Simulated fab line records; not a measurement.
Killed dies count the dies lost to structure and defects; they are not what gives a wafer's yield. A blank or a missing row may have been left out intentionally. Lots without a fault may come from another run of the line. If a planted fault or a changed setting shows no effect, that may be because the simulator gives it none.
Matching of chambers | flow sfq-line | SFQ_TRILAYER_I3_CMP_CMP_082 on cmp-02: 4 sister chambers
The step polishes SiO2. 8 wafers are shown with their chamber, then 7 later ones without.

== WAFERS WITH THEIR CHAMBER ==
wafer  | chamber | motor-current-A (A) | time-to-endpoint-s (s)
L299.2 | 3       | 11.1                | 195
L299.3 | 2       | 8.8                 | 197
L301.4 | 2       | 8.3                 | 206
L305.4 | 1       | 10.0                | 205
L305.2 | 0       | 9.4                 | 199
L305.5 | 1       | 9.9                 | 209
L309.1 | 0       | 9.8                 | 205
L309.2 | 3       | 11.6                | 194

== WAFERS WHOSE CHAMBER IS MISSING ==
wafer  | motor-current-A (A) | time-to-endpoint-s (s)
L309.5 | 9.5                 | 205
L314.4 | 11.3                | 236
L314.2 | 9.8                 | 200
L314.6 | 8.3                 | 200
L315.2 | 9.3                 | 194
L315.3 | 9.5                 | 203
L315.4 | 8.4                 | 195

== WHICH CHAMBER EACH ONE RAN IN ==
wafer  | from the rows above          | in truth
L309.5 | can't be placed: 0 or 1      | 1
L314.4 | can't be placed: 1 or 3 or 0 | 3
L314.2 | can't be placed: 0 or 1      | 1
L314.6 | 2                            | 2
L315.2 | can't be placed: 0 or 2 or 1 | 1
L315.3 | can't be placed: 0 or 1      | 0
L315.4 | 2                            | 2
Placed correctly: 2 of 7. From these rows, 5 cannot be placed; in 5 the true chamber is one of the candidates. 0 placed wrongly.
How it was worked out, from the rows above alone: a wafer's distance from a chamber is the root of the sum, over the readings, of the square of ((its reading less the chamber's mean) divided by the reading's scatter). If the next closest chamber is less than 2 further off than the closest, the wafer can't be placed; otherwise it belongs to the closest. A chamber's mean is the mean of its shown wafers. How the scatter is found: for the shown wafers, subtract from each reading the mean of its chamber, square and add these, divide the total by (wafers less chambers), then take the root.
